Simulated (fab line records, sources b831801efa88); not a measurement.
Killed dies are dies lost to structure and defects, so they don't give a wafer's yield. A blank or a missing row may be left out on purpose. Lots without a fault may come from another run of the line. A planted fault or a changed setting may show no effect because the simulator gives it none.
fab line records | flow sky130
record lots=4 wafers=12 last_day=50
route steps=708 shown VIA2@527 METAL3@532 CAPM@537 PAD_OPEN@708
lots that met no fault: from a run of the same line without faults
start_h: hours from the record's first day to the start of the lot's first wafer shown | wait_h: hours since the lot's step before | " the same as in the row above | L1.1+2: a row that stands for several wafers | - no value, or no start given | * or withheld: withheld | < > ~ a bound
route shown NAME@n: a module of which the file shows steps, and the number in the route of the first | usual: mean/standard deviation of fault-free wafers | same: alike in all rows | chamber/n: place in a boat | sites: the reading at each site | _std_site: their standard deviation | _edge_site: outer sites' mean less inner sites' | radius_mm: how far each site lies from the wafer's centre | mask NAME#n: copy n | behind: the tool/chamber that last shaped the wafer | hold: why the lot was held/for how many hours/how that ended | device: the transistor (n, p or np) that didn't switch | end of line: the same wafers' tests at the end of the route | a step without rows: its recipe alone | killed: dies lost to structure and defects at the first sort, not the wafer's yield | map: a wafer's dies, x killed, . not, _ none there
set.NAME: the setting as run; set.NAME@STEP: as run at that earlier step | model.NAME: the simulator's own value behind a step, which no gauge read
lots at some steps of the route; a table a step, a row a wafer
services: from which hour (start_h, from the record's first day; less than 0 if before it) a tool's chamber was out of use, for how many hours, and why
## steps
# step SKY_VIA2_SPUTTER_20
# recipe material=TiN target_thk_nm=20 chamber_pressure_pa=5 power_w=4000 time_s=80
# step SKY_VIA2_CVD_21
# recipe material=W target_thk_nm=420 time_s=126.4 temp_c=400 pressure_torr=40
# step SKY_VIA2_CMP_24
# recipe stop_on=SiO2 t_overpolish_s=20 down_force_psi=3.5 platen_rpm=60 target_thk_nm=0 pad_velocity_m_s=0.94248
# step SKY_METAL3_SPUTTER_00
# recipe material=Ti target_thk_nm=15 power_w=3000 time_s=10 chamber_pressure_pa=0.4
# step SKY_METAL3_SPUTTER_01
# recipe material=TiN target_thk_nm=20 power_w=6500 time_s=16.7 chamber_pressure_pa=0.4
# step SKY_METAL3_SPUTTER_02
# recipe material=AlCu target_thk_nm=735 power_w=10600 time_s=39.1 chamber_pressure_pa=0.4
# step SKY_METAL3_SPUTTER_03
# recipe material=Ti target_thk_nm=5 power_w=3000 time_s=3.3 chamber_pressure_pa=0.4
# step SKY_METAL3_SPUTTER_04
# recipe material=TiN target_thk_nm=70 power_w=6500 time_s=58.3 chamber_pressure_pa=0.4
# step SKY_CAPM_CVD_00
# recipe material=SiO2 target_thk_nm=15.5 temp_c=400 time_s=withheld rf_w=450
# step SKY_CAPM_SPUTTER_02
# recipe material=TiN target_thk_nm=200 temp_c=300 power_w=6500 time_s=166.7 chamber_pressure_pa=0.4
# usual throttle_valve_pct=29.8/0.81
# columns lot.wafer tool chamber start_h wait_h throttle_valve_pct model.TiN_of_CAPM_SPUTTER_02.thk_nm
L714.1 pvd_sputter-04 - 950.15 0.1 29.9 203.4
L714.3 " - " " 29.3 198.8
L714.4 " - " " 31.7 201.6
L718.2 pvd_sputter-04 - 971.98 0.0 29.7 201
L718.3 " - " " 29.8 269.6
L718.6 " - " " 31.7 206.1
L719.2 pvd_sputter-02 - 985.87 0.0 30.4 203.7
L719.3 " - " " 28.9 200.3
L719.4 " - " " 29.0 195.2
L721.1 pvd_sputter-04 - 996.29 0.1 31.9 205.2
L721.3 " - " " 29.6 269.6
L721.4 " - " " 29.7 200.8
# step SKY_CAPM_RS_MEAS_03
# recipe thk_meas_gauge=four-point-probe reads=TiN_of_CAPM_SPUTTER_02
# usual CAPM_TIN_RS=6.90/0.11
# columns lot.wafer tool chamber start_h wait_h CAPM_TIN_RS[ohm/sq]
L714.1 film_metro-04 - 950.26 0.1 6.79
L714.3 " - " " 6.95
L714.4 " - " " 6.87
L718.2 film_metro-01 - 972.11 0.1 6.89
L718.3 " - " " 5.11
L718.6 " - " " 6.71
L719.2 film_metro-04 - 986.00 0.1 6.79
L719.3 " - " " 6.91
L719.4 " - " " 7.08
L721.1 film_metro-04 - 996.40 0.1 6.74
L721.3 " - " " 5.10
L721.4 " - " " 6.89
# step SKY_CAPM_THK_MEAS_04
# recipe thk_meas_gauge=xrf reads=TiN_of_CAPM_SPUTTER_02
# usual CAPM_TIN_THK=198/3.5
# columns lot.wafer tool chamber start_h wait_h CAPM_TIN_THK[nm]
L714.1 film_metro-04 - 950.38 0.1 202
L714.3 " - " " 196
L714.4 " - " " 200
L718.2 film_metro-01 - 972.22 0.1 197
L718.3 " - " " 264
L718.6 " - " " 203
L719.2 film_metro-04 - 986.11 0.1 202
L719.3 " - " " 198
L719.4 " - " " 193
L721.1 film_metro-04 - 996.52 0.1 204
L721.3 " - " " 265
L721.4 " - " " 199
# step SKY_CAPM_DEHYDRATE_05
# recipe temp_c=200 time_s=60
# step SKY_CAPM_HMDS_06
# recipe prime_time_s=60 prime_temp_c=120
# step SKY_CAPM_COAT_07
# recipe resist=NOVOLAK spin_rpm=3000 resist_thk_nm=1140
# step SKY_CAPM_SOFTBAKE_08
# recipe temp_c=90 time_s=60 resist=NOVOLAK
# step SKY_CAPM_EXPOSE_09
# recipe mask_id=CAPM na=0.6 source_shape=conventional sigma_outer=0.6 polarization=unpolarized target_cd_nm=1000 dose_mj=159
# step SKY_CAPM_PEB_10
# recipe temp_c=withheld time_s=* resist=NOVOLAK
# step SKY_CAPM_DEVELOP_11
# recipe resist=NOVOLAK developer=TMAH develop_time_s=60 dev_temp_c=23
# step SKY_CAPM_METAL_ETCH_13
# recipe target_depth_nm=220 stop_on=SiO2 chemistry=Cl2/BCl3 target=TiN pressure_mtorr=10 icp_w=900 bias_w=48.5 Cl2_flow_sccm=60 bcl3_flow_sccm=30 time_s=62.9
# usual bcl3_flow_sccm=30.00/0.087 bias_w=48.48/0.13 drypump_motor_current_A=6.0/0.31 oes_product_au=0.942/0.01 throttle_valve_pct=21.901/0.012
# columns lot.wafer tool chamber start_h wait_h bcl3_flow_sccm bias_w drypump_motor_current_A oes_product_au rf_hours_counter_h throttle_valve_pct
L714.1 rie_metal-02 0 974.33 0.0 30.10 48.53 6.0 0.955 17 21.903
L714.3 " 0 " " 29.96 48.49 6.0 0.942 - 21.908
L714.4 " 1 " " 29.99 48.50 5.6 0.943 - 21.887
L718.2 rie_metal-03 1 996.43 0.0 30.15 48.21 6.4 0.936 9 21.885
L718.3 " 1 " " 30.04 48.46 6.4 1.027 - 21.841
L718.6 " 1 " " 30.13 48.47 6.4 0.957 - 21.880
L719.2 rie_metal-03 0 1009.48 0.0 29.89 48.51 5.9 0.950 20 21.886
L719.3 " 0 " " 30.04 48.52 5.9 0.937 - 21.908
L719.4 " 1 " " 29.96 48.33 6.4 0.923 - 21.911
L721.1 rie_metal-03 1 1018.88 0.0 30.14 48.61 6.4 0.960 10 21.892
L721.3 " 0 " " 30.12 48.37 5.9 1.026 - 21.842
L721.4 " 1 " " 30.01 48.54 6.5 0.947 - 21.906
# step SKY_CAPM_STRIP_14
# recipe chemistry=O2/N2 power_w=1400 pressure_mtorr=1500 platen_temp_c=withheld o2_flow_sccm=3000 n2_flow_sccm=300 overash_fraction=0.5
# step SKY_CAPM_STRIP_15
# recipe chemistry=post_etch_residue_remover time_s=1200 temp_c=72.5
# step SKY_CAPM_CLEAN_16
# recipe chemistry=IPA time_s=180 temp_c=25
# step SKY_CAPM_CLEAN_17
# recipe chemistry=O3/DIW dry=n2_spin
# step SKY_METAL3_DEHYDRATE_05
# recipe temp_c=200 time_s=60
# step SKY_METAL3_HMDS_06
# recipe prime_time_s=60 prime_temp_c=120
# step SKY_METAL3_COAT_07
# recipe resist=BARC temp_c=withheld time_s=withheld spin_rpm=3000 resist_thk_nm=60
# step SKY_METAL3_COAT_08
# recipe resist=KrF-thick spin_rpm=3000 resist_thk_nm=1140
# step SKY_METAL3_SOFTBAKE_09
# recipe temp_c=100 time_s=90 resist=KrF-thick
# step SKY_METAL3_EXPOSE_10
# recipe mask_id=MM3 na=0.68 source_shape=annular sigma_inner=0.4 sigma_outer=0.8 target_cd_nm=300 dose_mj=28
# step SKY_METAL3_PEB_11
# recipe peb_temp_c=withheld peb_time_s=withheld resist=KrF-thick
# step SKY_METAL3_DEVELOP_12
# recipe develop_time_s=60 resist=KrF-thick dev_temp_c=21
# step SKY_METAL3_DESCUM_15
# recipe chemistry=O2 source_power_w=150 bias_power_w=0 pressure_mtorr=10 temp_c=40 time_s=8
# step SKY_METAL3_ETCH_16
# recipe chemistry=N2/H2 target=BARC ion_energy_ev=200 bias_w=100 pressure_mtorr=30 n2_flow_sccm=100 h2_flow_sccm=200 icp_w=500 stop_on=SiO2 time_s=88.2 target_depth_a=600
# step SKY_METAL3_ETCH_17
# recipe target=SiO2 stop_on=TiN chemistry=C4F8/O2/Ar source_w=1500 bias_w=1200 pressure_mtorr=40 c4f8_flow_sccm=withheld O2_flow_sccm=6 Ar_flow_sccm=300 time_s=3.9 target_depth_a=150
# step SKY_METAL3_METAL_ETCH_18
# recipe target_depth_a=8450 stop_on=SiO2 over_etch_frac=0.3 time_s=183.1 chemistry=Cl2/BCl3 resist_sidewall_deg=88 pressure_mtorr=10 icp_w=900 bias_w=48.5 Cl2_flow_sccm=60 bcl3_flow_sccm=30
# step SKY_METAL3_STRIP_20
# recipe chemistry=post_etch_residue_remover time_s=1200 temp_c=72.5
# columns lot.wafer tool chamber start_h wait_h model.TiN_of_CAPM_SPUTTER_02.thk_nm
L714.1 wet_bench-04 0 999.36 0.1 202.6
L714.3 " 0 " " 197.9
L714.4 " 0 " " 200.8
L718.2 wet_bench-02 0 1021.09 0.1 200.1
L718.3 " 0 " " 268.8
L718.6 " 0 " " 205.2
L719.2 wet_bench-04 3 1033.73 0.1 202.9
L719.3 " 3 " " 199.5
L719.4 " 3 " " 194.4
L721.1 wet_bench-01 0 1042.87 0.1 204.4
L721.3 " 0 " " 268.7
L721.4 " 0 " " 199.9
# step SKY_PAD_OPEN_PROBE_99
# usual defect_limited_yield=82.7/2 killed_at_M0_to_M3=42/6.7 killed_at_M4_up=3.3/2.1 killed_at_contacts=24/5.1 killed_at_front_end=15/4.6 killed_at_other=0.3/0.58 killed_dies=85/9.9 killed_open=46/6.9 killed_short=38/7
# same gross_dies=492 killed_at_back_side=0
# columns lot.wafer tool chamber start_h wait_h defect_limited_yield[%] killed_at_M0_to_M3 killed_at_M4_up killed_at_contacts killed_at_front_end killed_at_other killed_dies killed_open killed_short model.etest.tester.sort_n_pass model.etest.met3.line_ohm_um model.etest.tester.sort_yield_pct model.etest.tester.sort_bin_4_pct model.etest.via3_chain.rc_ohm model.etest.met3.rs_ohm_sq model.etest.met3.rs_ohm_sq_rim_less_centre model.etest.cap_mim.plate_ohm_sq
L714.1 prober-02 - 1156.22 0.1 82.5 45 3 21 17 0 86 46 39 406 0.1388 82.52 0 10.22 0.04235 -0.0004225 5.861
L714.3 prober-02 - 1156.32 0.2 82.7 48 4 22 11 0 85 47 38 407 0.1374 82.72 0 10.57 0.04127 -0.000291 6.031
L714.4 prober-02 - 1156.37 0.2 81.7 37 4 35 14 0 90 43 47 402 0.1448 81.71 0 9.064 0.04357 -0.000101 5.929
L718.2 prober-02 - 1175.40 0.1 80.3 49 5 27 16 0 97 56 39 395 0.1444 80.28 0 8.751 0.04303 -0.0007417 5.946
L718.3 prober-02 - 1175.45 0.2 80.1 46 0 37 15 0 98 65 33 0 94.99 0 79.61 84.83 29.08 5.128 4.469
L718.6 prober-02 - 1175.60 0.2 77.6 61 6 31 11 1 110 53 56 382 0.1477 77.64 0 9.896 0.04328 0.00104 5.835
L719.2 prober-01 - 1181.92 0.1 82.9 35 2 24 23 0 84 43 41 408 0.1422 82.93 0 10.58 0.04288 -6.99e-05 5.891
L719.3 prober-01 - 1181.97 0.2 83.7 36 0 23 21 0 80 36 44 412 0.145 83.74 0 9.963 0.04375 -0.0009645 5.95
L719.4 prober-01 - 1182.02 0.2 81.3 44 9 25 13 1 92 50 41 400 0.1434 81.3 0 10.27 0.04231 3.354e-05 6.135
L721.1 prober-02 - 1189.75 0.1 83.9 38 8 20 12 1 79 44 35 413 0.1472 83.94 0 9.648 0.04301 4.496e-05 5.848
L721.3 prober-02 - 1189.85 0.2 83.5 42 2 26 11 0 81 45 36 0 103.9 0 82.66 86.84 30.48 -2.136 4.476
L721.4 prober-02 - 1189.90 0.2 83.5 37 3 24 17 0 81 42 39 411 0.1445 83.54 0 8.665 0.04355 -0.0006173 5.892
# killed by level:class
L714.1 VIA1:geometric_particle:open=13 CONTACT:geometric_particle:open=11 VIA1:geometric_particle:short=8 FIELD_ISO:geometric_particle:open=5 FIELD_ISO:geometric_particle:short=5 METAL1:geometric_particle:short=5 LI_CONTACT:geometric_particle:open=4 VIA2:geometric_particle:open=4
L714.3 VIA1:geometric_particle:open=9 LI_CONTACT:geometric_particle:open=8 CONTACT:geometric_particle:short=7 VIA2:geometric_particle:open=7 VIA3:geometric_particle:open=6 CONTACT:geometric_particle:open=5 VIA1:geometric_particle:short=4 METAL2:geometric_particle:short=4
L714.4 CONTACT:geometric_particle:open=10 CONTACT:geometric_particle:short=9 VIA2:geometric_particle:open=7 VIA1:geometric_particle:short=7 FIELD_ISO:geometric_particle:open=6 LOCAL_INTERCONNECT:geometric_particle:short=6 VIA1:geometric_particle:open=6 METAL2:geometric_particle:short=6
L718.2 VIA1:geometric_particle:open=15 VIA2:geometric_particle:open=9 CONTACT:geometric_particle:open=8 LI_CONTACT:geometric_particle:open=7 CONTACT:geometric_particle:short=7 VIA3:geometric_particle:short=5 METAL2:geometric_particle:short=4 VIA2:geometric_particle:short=4
L718.3 CONTACT:geometric_particle:open=17 VIA1:geometric_particle:open=17 CONTACT:geometric_particle:short=8 LI_CONTACT:geometric_particle:open=6 VIA3:geometric_particle:short=6 FIELD_ISO:geometric_particle:open=4 POLY_GATE:geometric_particle:open=4 VIA3:geometric_particle:open=4
L718.6 VIA1:geometric_particle:open=13 VIA1:geometric_particle:short=10 LI_CONTACT:geometric_particle:open=9 CONTACT:geometric_particle:open=9 VIA3:geometric_particle:open=9 LOCAL_INTERCONNECT:geometric_particle:short=7 VIA3:geometric_particle:short=6 METAL1:geometric_particle:short=6
L719.2 VIA1:geometric_particle:open=9 VIA2:geometric_particle:open=9 POLY_GATE:geometric_particle:short=8 LI_CONTACT:geometric_particle:open=7 CONTACT:geometric_particle:short=7 POLY_GATE:geometric_particle:open=5 METAL1:geometric_particle:short=5 CONTACT:geometric_particle:open=4
L719.3 POLY_GATE:geometric_particle:open=9 CONTACT:geometric_particle:short=8 VIA2:geometric_particle:open=8 CONTACT:geometric_particle:open=7 METAL2:geometric_particle:short=7 POLY_GATE:geometric_particle:short=5 VIA2:geometric_particle:short=5 VIA3:geometric_particle:open=4
L719.4 CONTACT:geometric_particle:open=10 VIA1:geometric_particle:open=9 METAL4:geometric_particle:short=8 LI_CONTACT:geometric_particle:open=7 METAL1:geometric_particle:short=7 VIA2:geometric_particle:open=5 CONTACT:geometric_particle:short=4 VIA2:geometric_particle:short=4
L721.1 VIA1:geometric_particle:open=8 CONTACT:geometric_particle:open=8 VIA2:geometric_particle:open=8 CONTACT:geometric_particle:short=7 FIELD_ISO:geometric_particle:open=5 VIA3:geometric_particle:short=5 VIA3:geometric_particle:open=5 METAL4:geometric_particle:short=5
L721.3 CONTACT:geometric_particle:open=9 METAL2:geometric_particle:short=9 VIA1:geometric_particle:open=8 VIA3:geometric_particle:open=6 LI_CONTACT:geometric_particle:open=6 LI_CONTACT:geometric_particle:short=5 VIA2:geometric_particle:open=5 FIELD_ISO:geometric_particle:short=4
L721.4 LI_CONTACT:geometric_particle:open=10 VIA3:geometric_particle:open=10 METAL2:geometric_particle:short=8 CONTACT:geometric_particle:short=7 POLY_GATE:geometric_particle:open=5 FIELD_ISO:geometric_particle:short=4 SPACER:geometric_particle:short=4 VIA1:geometric_particle:short=4
## services
# columns tool chamber start_h hours kind
rie_metal-03 - 953.22 0.9 repair
pvd_sputter-02 - 995.14 1.4 repair
pvd_sputter-04 - 1004.48 15.0 repair
rie_metal-03 0 1041.90 - clean
rie_metal-03 0 1041.90 30.3 scheduled_down
rie_metal-03 0 1041.90 30.3 vent_cycle
## key
first_sign step=SKY_CAPM_RS_MEAS_03 reading=CAPM_TIN_RS direction=down sigmas=16 usual=6.90 struck=5.10
effect step=SKY_CAPM_THK_MEAS_04 reading=CAPM_TIN_THK direction=up sigmas=19 usual=198 struck=265
effect step=SKY_CAPM_METAL_ETCH_13 reading=oes_product_au direction=up sigmas=8.5 usual=0.942 struck=1.026
model_effect step=SKY_CAPM_SPUTTER_02 value=TiN_of_CAPM_SPUTTER_02.thk_nm without=203.2 struck=269.6
model_effect step=SKY_METAL3_STRIP_20 value=TiN_of_CAPM_SPUTTER_02.thk_nm without=202.3 struck=268.8
model_effect step=SKY_PAD_OPEN_PROBE_99 value=etest.tester.sort_n_pass without=402.5 struck=0
met_at SKY_CAPM_SPUTTER_02
struck_wafers L718.3,L721.3
fault kind=process_parameter_drift tool=pvd_sputter-04 chamber=- onset_h=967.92 steps=SKY_CAPM_SPUTTER_02 channel=target_thk_nm offset=66.409 shape=step end_h=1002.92 acts_in=these_recipes_only stated=200 scope=struck_wafers_only
